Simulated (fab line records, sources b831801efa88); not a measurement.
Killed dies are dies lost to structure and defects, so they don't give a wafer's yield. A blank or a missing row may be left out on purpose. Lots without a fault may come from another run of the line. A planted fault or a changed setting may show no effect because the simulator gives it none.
A struck lot beside a sound one | flow sky130 | 17 steps out of a route of 708
Sound: wafers L488.1, L488.4, L488.6. Struck: wafer L498.5. (L498.2 of the same lot was not struck and is left out.) The cause comes at the end.
At each step with rows: each side's tool, then ch and its chambers, then its first start. Under that, the readings that differ: sound wafers | struck wafers | difference of the means | sigmas: that difference in standard deviations of wafers without a fault.
alike: readings whose means differ by less than 2 such deviations, and words and numbers that are the same on both sides. not compared: withheld readings, readings that some wafer has no value for, bounds like >300 that may hide the same value, and numbers for which the record gives no deviation and whose values overlap.
The two part at a step that has a row with sigmas, a row that says differs or no value, or rows on one side only. Numbers that don't overlap but have no deviation are shown without sigmas and don't part them. A reading that every wafer of one side lacks parts them only if that side has two wafers or more.

first, 3 steps without rows for these wafers: SKY_LI_CONTACT_EXPOSE_09 (exposes mask LICM1, target cd 170 nm); SKY_LI_CONTACT_PEB_10; SKY_LI_CONTACT_DEVELOP_11 (develop time 60 s).
SKY_LI_CONTACT_CD_MEAS_12: target cd 170 nm.
  sound on cd_sem-01, day 31 06:45; struck on cd_sem-02, day 35 12:40
  alike: cd_nm
SKY_LI_CONTACT_OVL_MEAS_13:
  sound on overlay-02, day 31 06:52; struck on overlay-01, day 35 12:47
  alike: LI_CONTACT_OVL
SKY_LI_CONTACT_ETCH_14: etches BARC in N2/H2, stops on SiO2, time 45.9 s, target depth 60 nm.
  sound on rie_diel-02 ch 0,2,3, day 31 06:55; struck on rie_diel-01 ch 2, day 35 12:49
  reading                     | sound       | struck | difference | sigmas
  drypump_motor_current_A (A) | 5.1 5.9 6.0 | 6.6    | +0.9       | +2
  alike: oes_product_au, throttle_valve_pct
  not compared: rf_hours_counter_h
then, 1 step without rows for these wafers: SKY_LI_CONTACT_ETCH_15 (etches PSG in C4F8/O2/Ar, stops on Si, target depth 600 nm).
SKY_LI_CONTACT_STRIP_16: strips in O2/N2.
  sound on plasma_asher-02 ch 0,1, day 31 07:02; struck on plasma_asher-01 ch 1, day 35 12:57
  reading                     | sound          | struck | difference | sigmas
  drypump_motor_current_A (A) | 5.56 5.44 5.46 | 5.19   | -0.30      | -2
  alike: oes_product_au, strip_time_to_endpoint_s
  not compared: rf_hours_counter_h
then, 2 steps without rows for these wafers: SKY_LI_CONTACT_CLEAN_17 (cleans in NMP, time 600 s); SKY_LI_CONTACT_PRE_CLEAN_18 (time 5.6 s).
SKY_LI_CONTACT_SPUTTER_19: material Ti, target thk 20 nm, time 106.37 s.
  sound on pvd_sputter-01, day 31 07:20; struck on pvd_sputter-02, day 35 13:14
  alike: throttle_valve_pct
SKY_LI_CONTACT_SPUTTER_20: material TiN, target thk 20 nm, time 80 s.
  sound on pvd_sputter-01, day 31 07:25; struck on pvd_sputter-02, day 35 13:19
  alike: throttle_valve_pct
SKY_LI_CONTACT_CVD_21: deposits W, target thk 400 nm, time 120.56 s.
  sound on cvd_w-01 ch 0,1, day 31 07:28; struck on cvd_w-01 ch 0, day 35 13:23
  reading                                  | sound             | struck | difference | sigmas
  model.W_of_LI_CONTACT_CVD_21.thk_nm (nm) | 400.6 400.4 393.5 | 519.5  | +121.3     |
  alike: heater_power_outer_w, heater_power_w
SKY_LI_CONTACT_RS_MEAS_22: measures by four-point-probe.
  sound on film_metro-03, day 31 07:35; struck on film_metro-01, day 35 13:31
  reading                  | sound             | struck | difference | sigmas
  LI_CONTACT_W_RS (ohm/sq) | 0.285 0.284 0.290 | 0.219  | -0.067     | -21
SKY_LI_CONTACT_THK_MEAS_23: measures by xrf.
  sound on film_metro-03, day 31 07:43; struck on film_metro-01, day 35 13:38
  reading               | sound       | struck | difference | sigmas
  LI_CONTACT_W_THK (nm) | 380 382 375 | 493    | +114       | +22
SKY_LI_CONTACT_CMP_24: polishes, stops on PSG, t overpolish 20 s, target thk 0 nm.
  sound on cmp-01 ch 0,2,3, day 31 07:49; struck on cmp-01 ch 1, day 35 13:50
  reading                | sound     | struck | difference | sigmas
  time_to_endpoint_s (s) | 96 105 95 | 126    | +27        | +4
  alike: motor_current_A
SKY_LOCAL_INTERCONNECT_SPUTTER_00: material TiN, target thk 100 nm, time 83.3 s.
  sound on pvd_sputter-04, day 31 08:04; struck on pvd_sputter-03, day 35 13:59
  alike: throttle_valve_pct

WHERE THEY PART
First at SKY_LI_CONTACT_ETCH_14; last, within this record, at SKY_LI_CONTACT_CMP_24. Later steps at which nothing parts them and some readings are alike: SKY_LOCAL_INTERCONNECT_SPUTTER_00.

WHY: what the simulator had put in
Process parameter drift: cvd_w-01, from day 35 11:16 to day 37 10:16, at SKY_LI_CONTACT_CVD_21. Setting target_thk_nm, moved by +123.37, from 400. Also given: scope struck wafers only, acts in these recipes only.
